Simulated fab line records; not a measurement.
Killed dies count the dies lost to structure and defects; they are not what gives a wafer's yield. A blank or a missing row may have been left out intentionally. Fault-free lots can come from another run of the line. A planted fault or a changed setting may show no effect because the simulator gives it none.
Which tool did it? || flow gf180mcu || 39 wafers sampled from 13 lots at 1 step of a route of 602

## WHAT THE GAUGES READ, wafer by wafer
GF_M1_THK_MEAS_06: measures by xrf.
{"lot": "L388", "measured": "day 16 11:28", "on": "film metro-03", "M1_ALCU_THK (nm)": "446 444 444"}
{"lot": "L389", "measured": "day 16 19:29", "on": "film metro-04", "M1_ALCU_THK (nm)": "460 457 461"}
{"lot": "L390", "measured": "day 17 08:54", "on": "film metro-03", "M1_ALCU_THK (nm)": "447 444 443"}
{"lot": "L392", "measured": "day 18 00:18", "on": "film metro-03", "M1_ALCU_THK (nm)": "442 446 447"}
{"lot": "L393", "measured": "day 18 07:00", "on": "film metro-02", "M1_ALCU_THK (nm)": "456 453 455"}
{"lot": "L396", "measured": "day 19 17:29", "on": "film metro-03", "M1_ALCU_THK (nm)": "450 451 450"}
{"lot": "L397", "measured": "day 19 22:23", "on": "film metro-02", "M1_ALCU_THK (nm)": "448 451 444"}
{"lot": "L398", "measured": "day 20 10:38", "on": "film metro-03", "M1_ALCU_THK (nm)": "439 433 440"}
{"lot": "L402", "measured": "day 21 13:41", "on": "film metro-03", "M1_ALCU_THK (nm)": "444 448 448"}
{"lot": "L403", "measured": "day 21 21:58", "on": "film metro-03", "M1_ALCU_THK (nm)": "456 453 446"}
{"lot": "L406", "measured": "day 23 03:14", "on": "film metro-03", "M1_ALCU_THK (nm)": "454 454 457"}
{"lot": "L407", "measured": "day 23 08:45", "on": "film metro-02", "M1_ALCU_THK (nm)": "465 462 469"}
{"lot": "L409", "measured": "day 23 20:41", "on": "film metro-04", "M1_ALCU_THK (nm)": "449 450 449"}

## WHAT TOOL EACH LOT RAN ON (gives the tool, then ch and the chambers of the sampled wafers, and finally the start)
There is no process step in the record ahead of these readings.

## WHAT THE TOOLS THEMSELVES READ (means of the sampled wafers that have a number; where no wafer has one, the mark that the record gives instead)
The record holds no such reading with a usual standard deviation.

## THE ANSWER, worked out from the rows above alone
Rule: what is usual is taken from the lots themselves. Put in order of their means at a reading, lots are off if they are a third of the lots or fewer, leave a main group of 4 or more, and stand apart from it by a gap of 3 or more times the standard deviation of the main group's means; of several such gaps the widest counts. If all means in a main group match to the digits the tables above print for the reading, that group is not used. A lot without any number at a reading at which 4 lots or more have one is off too. Where the step has rows for the other lots, those lots are counted as sound. Order of review: gauges by route order, followed by the tools' own readings, for which a lot's mean as printed above is used. The first step at which some lot is off is used, and at that step the reading that is off furthest; a lot without a number counts as furthest.
Across all readings shown, no lot is off: no conclusion can be drawn from this.

## WHAT THE SIMULATOR HAD PUT IN
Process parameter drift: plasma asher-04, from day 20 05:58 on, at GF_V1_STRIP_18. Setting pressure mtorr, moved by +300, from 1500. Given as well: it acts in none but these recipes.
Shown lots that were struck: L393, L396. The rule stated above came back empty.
